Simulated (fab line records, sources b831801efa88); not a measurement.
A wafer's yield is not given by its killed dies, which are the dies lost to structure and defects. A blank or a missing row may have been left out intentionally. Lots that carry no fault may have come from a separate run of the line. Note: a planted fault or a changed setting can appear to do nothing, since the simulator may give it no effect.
fab line records ; flow sky130 ; part 2 of 2: steps 44 to 44 of 44
record lots=6; wafers=18; lastDay=50
route steps=708 shown VIA2@522 METAL3@532 CAPM@537 PAD_OPEN@708
lots untouched by any fault: they come from a run of this same line in which no faults occurred
startH: hours from the record's first day to the start of the lot's first wafer shown ; waitH: hours from the lot's prior step to this one ; " unchanged from the row above ; L1.1+2: a row that stands for several wafers ; - no value, or no start given ; * or withheld: withheld ; < > ~ a bound
route shown NAME@n: names a module that has steps shown in the file, with the first one's number in the route ; usual: average and standard deviation across the fault-free wafers ; same: alike in all rows ; chamber/n: place in a boat ; sites: per-site readings ; _std_site: standard deviation across them ; _edge_site: the outer-site mean with the inner-site mean subtracted ; radiusMm: for every site, how far away it sits from the centre of the wafer ; mask NAME#n: copy n ; behind: the most recent tool/chamber to have shaped the wafer ; hold: what put the lot on hold/how long, in hours/how the hold closed ; device: which transistor (n, p or np) failed to switch ; end of line: tests run on the same wafers once the route is complete ; a step given without rows: its recipe and nothing more ; killed: dies lost to structure and defects at the first sort, not the wafer's yield ; map: per-die view of a wafer (x killed, . not killed, _ where there is no die)
set.NAME: the run value of the setting; set.NAME@STEP: its run value at that earlier step ; model.NAME: the simulator's own value behind a step, which no gauge read
lots at some steps of the route; a table a step, a row a wafer
services: from which hour (startH, from the record's first day; less than 0 if before it) a tool's chamber was out of use, for how many hours, and why
## steps
# step SKY_PAD_OPEN_PROBE_99
# usual defectLimitedYield=82.9/2; killed_at_M0_to_M3=42/7.4; killed_at_M4_up=3.3/2.1; killedAtContacts=24/5.3; killedAtFrontEnd=15/4.5; killedAtOther=0.3/0.57; killedDies=84/10; killedOnRim=17/3.8; killedOpen=46/7.5; killedShort=38/6.4; sort_bin_3_pad_short=0.9/0.44; sort_bin_5_function=10.2/1.5; sort_bin_6_memory=6.0/1.1; sortNPass=408/10; sortYieldPct=82.9/2
# same grossDies=492; killedAtBackSide=0; sort_bin_4_leakage[%]=0; sort_bin_8_speed[%]=0
lot.wafer;tool;chamber;startH;waitH;defectLimitedYield[%];killed_at_M0_to_M3;killed_at_M4_up;killedAtContacts;killedAtFrontEnd;killedAtOther;killedDies;killedOnRim;killedOpen;killedShort;sort_bin_3_pad_short[%];sort_bin_5_function[%];sort_bin_6_memory[%];sortNPass;sortYieldPct[%];model.etest.met3.lineOhmUm;model.etest.met3.rsOhmSq
L334.2;prober-02;-;1115.08;0.1;83.7;45;1;29;5;0;80;15;50;29;0.2;10.4;5.7;412;83.7;0.1448;0.04241
L334.3;prober-02;-;1115.13;0.2;88.4;23;3;25;6;0;57;14;35;22;0.6;5.9;5.1;435;88.4;0.144;0.04229
L334.4;prober-02;-;1115.18;0.2;83.5;41;5;22;13;0;81;28;39;42;0.8;10.0;5.7;411;83.5;0.1444;0.04311
L337.2;prober-02;-;1126.95;0.1;83.9;48;3;21;7;0;79;15;40;39;0.8;9.3;5.9;413;83.9;0.1472;0.04372
L337.3;prober-02;-;1127.00;0.2;83.9;31;2;29;17;0;79;19;46;33;0.8;9.1;6.1;413;83.9;0.1432;0.04285
L337.4;prober-02;-;1127.05;0.2;82.3;50;1;18;18;0;87;26;45;42;0.4;10.6;6.7;405;82.3;0.1424;0.04174
L336.3;prober-01;-;1130.03;0.2;79.3;57;6;22;17;0;102;17;59;43;0.4;13.2;7.1;390;79.3;0.1331;0.03954
L336.4;prober-01;-;1130.08;0.2;78.0;54;4;31;19;0;108;20;58;50;0.8;13.2;7.9;384;78.0;0.1395;0.04179
L336.6;prober-01;-;1130.18;0.2;83.5;33;5;30;13;0;81;19;45;36;0.2;10.4;5.9;411;83.5;0.1338;0.03994
L340.1;prober-02;-;1147.41;0.1;84.1;50;0;20;8;0;78;13;44;34;1.2;7.9;6.7;414;84.1;0.1363;0.0408
L340.2;prober-02;-;1147.46;0.1;85.4;48;3;14;6;1;72;12;27;45;1.2;8.7;4.7;420;85.4;0.1356;0.04096
L340.6;prober-02;-;1147.66;0.2;81.7;44;4;21;21;0;90;17;42;48;1.6;8.7;7.9;402;81.7;0.134;0.04054
L345.2;prober-02;-;1170.32;0.1;82.7;43;2;22;18;0;85;17;43;40;0.4;9.1;7.7;407;82.7;0.1388;0.04237
L345.4;prober-02;-;1170.42;0.2;83.7;48;1;22;9;0;80;16;40;40;0.8;9.1;6.3;412;83.7;0.1403;0.04207
L345.6;prober-02;-;1170.52;0.2;79.7;57;3;27;13;0;100;26;55;44;1.0;12.6;6.7;392;79.7;0.1428;0.04332
L350.3;prober-01;-;1196.18;0.2;86.0;40;1;24;4;0;69;7;47;22;0.8;8.9;4.3;423;86.0;0.1438;0.04301
L350.4;prober-01;-;1196.23;0.2;86.6;35;2;18;11;0;66;14;36;30;0.4;7.5;5.5;426;86.6;0.1411;0.04209
L350.6;prober-01;-;1196.33;0.2;83.9;38;5;21;15;0;79;15;37;42;1.2;11.0;3.9;413;83.9;0.1405;0.04179
# killed by level:class
L334.2 VIA1:geometricParticle:open=12 VIA2:geometricParticle:open=12 CONTACT:geometricParticle:open=11 METAL2:geometricParticle:short=7 VIA3:geometricParticle:open=6 CONTACT:geometricParticle:short=5 LI_CONTACT:geometricParticle:open=4 LOCAL_INTERCONNECT:geometricParticle:short=4
L334.3 LI_CONTACT:geometricParticle:open=12 CONTACT:geometricParticle:open=10 METAL2:geometricParticle:short=4 POLY_GATE:geometricParticle:open=3 METAL1:geometricParticle:short=3 VIA1:geometricParticle:open=3 METAL3:geometricParticle:short=3 VIA3:geometricParticle:open=3
L334.4 VIA2:geometricParticle:open=11 VIA1:geometricParticle:open=10 CONTACT:geometricParticle:short=9 METAL1:geometricParticle:short=5 METAL4:geometricParticle:short=5 LI_CONTACT:geometricParticle:open=4 CONTACT:geometricParticle:open=4 VIA2:geometricParticle:short=4
L337.2 METAL2:geometricParticle:short=11 VIA1:geometricParticle:open=9 CONTACT:geometricParticle:open=7 VIA2:geometricParticle:open=7 VIA3:geometricParticle:short=6 LI_CONTACT:geometricParticle:open=5 LOCAL_INTERCONNECT:geometricParticle:short=5 VIA3:geometricParticle:open=5
L337.3 LI_CONTACT:geometricParticle:open=9 CONTACT:geometricParticle:open=8 FIELD_ISO:geometricParticle:open=6 LOCAL_INTERCONNECT:geometricParticle:short=5 VIA2:geometricParticle:open=5 VIA3:geometricParticle:open=5 VIA1:geometricParticle:short=4 POLY_GATE:geometricParticle:short=4
L337.4 VIA1:geometricParticle:open=10 VIA3:geometricParticle:open=8 LI_CONTACT:geometricParticle:open=7 METAL1:geometricParticle:short=7 CONTACT:geometricParticle:open=6 VIA3:geometricParticle:short=5 FIELD_ISO:geometricParticle:short=4 METAL2:geometricParticle:short=4
L336.3 VIA1:geometricParticle:open=13 CONTACT:geometricParticle:open=11 METAL2:geometricParticle:short=9 METAL1:geometricParticle:short=7 VIA3:geometricParticle:open=7 LI_CONTACT:geometricParticle:open=6 POLY_GATE:geometricParticle:open=4 VIA1:geometricParticle:short=4
L336.4 CONTACT:geometricParticle:open=14 LI_CONTACT:geometricParticle:open=10 METAL2:geometricParticle:short=8 VIA1:geometricParticle:open=8 CONTACT:geometricParticle:short=7 METAL1:geometricParticle:short=7 VIA3:geometricParticle:open=7 POLY_GATE:geometricParticle:short=6
L336.6 CONTACT:geometricParticle:open=11 VIA1:geometricParticle:open=9 VIA3:geometricParticle:open=7 VIA3:geometricParticle:short=6 VIA1:geometricParticle:short=5 CONTACT:geometricParticle:short=5 POLY_GATE:geometricParticle:open=4 LI_CONTACT:geometricParticle:short=4
L340.1 VIA1:geometricParticle:open=13 VIA2:geometricParticle:open=9 CONTACT:geometricParticle:open=8 METAL1:geometricParticle:short=7 METAL2:geometricParticle:short=6 POLY_GATE:geometricParticle:short=5 LI_CONTACT:geometricParticle:open=4 VIA3:geometricParticle:open=4
L340.2 VIA1:geometricParticle:open=11 VIA2:geometricParticle:open=7 METAL1:geometricParticle:short=7 CONTACT:geometricParticle:short=6 VIA2:geometricParticle:short=5 VIA1:geometricParticle:short=4 METAL3:geometricParticle:short=4 VIA3:geometricParticle:short=4
L340.6 VIA1:geometricParticle:open=9 LI_CONTACT:geometricParticle:open=7 METAL1:geometricParticle:short=7 FIELD_ISO:geometricParticle:short=6 METAL2:geometricParticle:short=6 VIA1:geometricParticle:short=5 POLY_GATE:geometricParticle:short=5 CONTACT:geometricParticle:open=5
L345.2 CONTACT:geometricParticle:open=9 VIA1:geometricParticle:open=9 METAL1:geometricParticle:short=7 CONTACT:geometricParticle:short=6 VIA2:geometricParticle:open=6 VIA3:geometricParticle:open=6 FIELD_ISO:geometricParticle:open=5 FIELD_ISO:geometricParticle:short=4
L345.4 METAL1:geometricParticle:short=9 VIA1:geometricParticle:open=9 METAL2:geometricParticle:short=9 LI_CONTACT:geometricParticle:open=8 CONTACT:geometricParticle:open=6 VIA2:geometricParticle:open=5 VIA3:geometricParticle:open=5 VIA3:geometricParticle:short=4
L345.6 CONTACT:geometricParticle:open=11 VIA1:geometricParticle:open=10 VIA3:geometricParticle:open=10 LI_CONTACT:geometricParticle:open=8 VIA1:geometricParticle:short=6 METAL2:geometricParticle:short=6 VIA2:geometricParticle:open=5 METAL3:geometricParticle:short=5
L350.3 VIA1:geometricParticle:open=13 LI_CONTACT:geometricParticle:open=9 CONTACT:geometricParticle:open=6 VIA2:geometricParticle:open=6 VIA3:geometricParticle:open=6 METAL2:geometricParticle:short=5 CONTACT:geometricParticle:short=3 METAL1:geometricParticle:short=3
L350.4 VIA1:geometricParticle:open=11 METAL2:geometricParticle:short=6 FIELD_ISO:geometricParticle:short=4 LI_CONTACT:geometricParticle:open=4 CONTACT:geometricParticle:open=4 METAL1:geometricParticle:short=4 VIA2:geometricParticle:open=4 VIA3:geometricParticle:open=4
L350.6 VIA1:geometricParticle:open=11 METAL1:geometricParticle:short=8 CONTACT:geometricParticle:open=6 LOCAL_INTERCONNECT:geometricParticle:short=6 CONTACT:geometricParticle:short=6 POLY_GATE:geometricParticle:short=5 METAL2:geometricParticle:short=5 VIA3:geometricParticle:open=5
## services
tool;chamber;startH;hours;kind
cmp-01;-;884.17;4.1;pm
cmp-01;-;889.37;1.1;repair
pvdSputter-03;-;891.56;6.3;repair
cmp-02;-;896.35;2.2;repair
cvdW-01;-;904.00;14.0;pm
rieMetal-03;-;909.53;0.4;repair
cmp-02;-;912.54;0.9;repair
cvdW-01;-;913.34;0.5;repair
cmp-01;-;916.76;4.0;pm
pvdSputter-02;-;938.69;2.4;repair
pvdSputter-01;-;945.79;17.2;repair
pvdSputter-02;-;946.04;2.1;repair
plasmaAsher-01;-;957.25;1.2;repair
pvdSputter-03;-;965.62;10.3;repair
plasmaAsher-01;-;968.18;7.1;repair
plasmaAsher-04;-;970.99;0.3;repair
pvdSputter-03;-;974.49;2.7;repair
plasmaAsher-04;-;976.48;12.1;repair
cmp-01;-;992.65;0.4;repair
cvdW-02;1;1000.94;4.2;repair
cmp-02;-;1035.16;9.2;pm
pvdSputter-02;-;1037.62;3.0;repair
cvdW-02;0;1044.20;1.5;repair
plasmaAsher-01;-;1055.35;9.0;pm
## key
firstSign step=SKY_METAL3_SPUTTER_02; reading=chamberPressurePa; direction=down; sigmas=99+; usual=0.3999; struck=0.2964
effect step=SKY_METAL3_SPUTTER_02; reading=throttleValvePct; direction=up; sigmas=5.6; usual=29.4; struck=34.8
effect step=SKY_METAL3_METAL_ETCH_18; reading=oesProductAu; direction=up; sigmas=3.7; usual=0.867; struck=0.890
modelEffect step=SKY_METAL3_SPUTTER_02; value=AlCu_of_METAL3_SPUTTER_02.thkNm; without=732.3; struck=773.8
modelEffect step=SKY_PAD_OPEN_PROBE_99; value=etest.met3.lineOhmUm; without=0.1431; struck=0.1354
metAt SKY_METAL3_SPUTTER_02
struckWafers L336.3,L336.4,L336.6,L340.1,L340.2,L340.6
onsetBetween 916.61 918.80
fault kind=processParameterDrift; tool=pvdSputter-02; chamber=-; onsetH=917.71; steps=SKY_METAL3_SPUTTER_02; channel=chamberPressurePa; offset=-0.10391; shape=step; endH=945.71; actsIn=theseRecipesOnly; stated=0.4
